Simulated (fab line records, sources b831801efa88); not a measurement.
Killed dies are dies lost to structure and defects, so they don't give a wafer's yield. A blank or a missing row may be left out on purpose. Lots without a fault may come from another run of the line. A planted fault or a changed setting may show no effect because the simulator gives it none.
One fault seen from 2 desks | flow gf180mcu | each desk has only its own numbers; what lay behind them comes last

THE TOOL OWNER'S DESK: pecvd-01
The tool's own readings at GF_SAB_CVD_00 (deposits SiO2 from TEOS, target thk 50 nm, time 4.9302 s): means of the sampled wafers that have a number, for each lot that ran on this tool. A lot is out of limits, marked OUT, if its mean lies more than 4 standard deviations from the usual mean; the brackets give that distance.
Columns: A = heater_power_w at GF_SAB_CVD_00, usual 634 W
lot  | first seen here | A
L286 | day 14 14:19    | 666
L288 | day 15 08:35    | 736
L293 | day 17 06:43    | 650
L298 | day 18 21:49    | 733
L304 | day 21 00:23    | 599
L305 | day 21 08:37    | 632
L306 | day 21 15:26    | 736
This desk's finding: nothing out of limits on any of the 7 lots.

THE METROLOGY DESK
What the gauges read, lot by lot, whatever tool the lot ran on: means of the sampled wafers that have a number. A lot is out of limits, marked OUT, if its mean lies more than 4 standard deviations from the usual mean; the brackets give that distance.
Columns: A = cd_nm at GF_POLY_GATE_CD_MEAS_18, usual 280.3 nm; B = SAB_CVD_00_THK at GF_SAB_THK_MEAS_01, usual 49.9 nm; C = CONTACT_CVD_00_THK at GF_CONTACT_THK_MEAS_01, usual 285 nm
lot  | first seen here | A     | B               | C
L285 | day 9 09:14     | 280.8 | 50.3            | 285
L286 | day 9 14:01     | 281.5 | 49.8            | 285
L287 | day 10 00:32    | 279.2 | 50.5            | 283
L288 | day 10 04:52    | 280.9 | 48.7            | 287
L291 | day 11 04:13    | 282.1 | 50.2            | 288
L292 | day 11 10:55    | 281.4 | 50.1            | 288
L293 | day 11 19:26    | 278.5 | 50.1            | 284
L294 | day 12 01:43    | 280.0 | 50.2            | 283
L297 | day 12 21:56    | 280.5 | 49.6            | 283
L298 | day 13 04:49    | 282.0 | 49.7            | 279
L304 | day 14 22:58    | 279.1 | 45.3 (-6.6) OUT | 281
L305 | day 15 07:57    | 278.8 | 47.0 (-4.2) OUT | 287
L306 | day 15 13:31    | 281.2 | 46.7 (-4.6) OUT | 287
This desk's finding: out of limits on L304, L305, L306; first on L304, day 21 00:25 (SAB_CVD_00_THK at GF_SAB_THK_MEAS_01). In limits: L285, L286, L287, L288, L291, L292, L293, L294, L297, L298.

PUT TOGETHER
The metrology desk could have raised an alarm at day 21 00:25, on L304, L305, L306.
The tool owner's desk saw nothing out of limits.
The tool owner's desk has L304, L305, L306 on record, within its limits.
Of the lots named, all ran GF_SAB_CVD_00 on pecvd-01.

WHAT THE SIMULATOR HAD PUT IN
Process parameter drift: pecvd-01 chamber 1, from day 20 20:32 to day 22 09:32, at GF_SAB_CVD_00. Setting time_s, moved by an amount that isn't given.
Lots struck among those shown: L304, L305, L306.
Hours from the fault's start to each desk's first reading out of limits: the metrology desk, 4.
